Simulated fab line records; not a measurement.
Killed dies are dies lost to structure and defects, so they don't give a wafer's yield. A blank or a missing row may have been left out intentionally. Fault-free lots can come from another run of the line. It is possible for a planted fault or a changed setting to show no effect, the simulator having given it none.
Chamber matching -- flow gf180mcu -- GF_V1_CMP_04 on cmp-01: 4 sister chambers
The step polishes SiO2. 4 wafers are shown with their chamber, then 7 later ones without.

WAFERS, EACH WITH ITS CHAMBER
wafer,chamber,motor-current-A (A)
L335.1,3,12.1
L335.4,2,13.3
L336.2,0,10.8
L336.3,1,11.7

WAFERS WHOSE CHAMBER IS MISSING
wafer,motor-current-A (A)
L336.5,11.5
L341.4,11.0
L341.5,12.0
L341.6,10.9
L348.4,13.3
L348.5,10.9
L348.6,11.6

CHAMBER TAKEN BY EACH
wafer,from the rows above,in truth
L336.5,1,1
L341.4,0,0
L341.5,can't be placed: 3 or 1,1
L341.6,0,0
L348.4,2,2
L348.5,0,0
L348.6,1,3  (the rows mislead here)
Placed correctly: 5 of 7. Not placeable from these rows: 1 (in 1, the candidates include the true chamber). Placed wrongly: 1.
How it was worked out, from the rows above alone: a wafer's distance from a chamber is the root of the sum, over the readings, of the square of ((its reading less the chamber's mean) divided by the reading's scatter). If the next closest chamber is less than 2 further off than the closest, the wafer can't be placed; otherwise it belongs to the closest. The mean given for a chamber averages the wafers shown for that chamber. The scatter (one wafer shown for each chamber): square how far every hidden wafer sits from the nearest shown wafer, average those squares and take the square root.
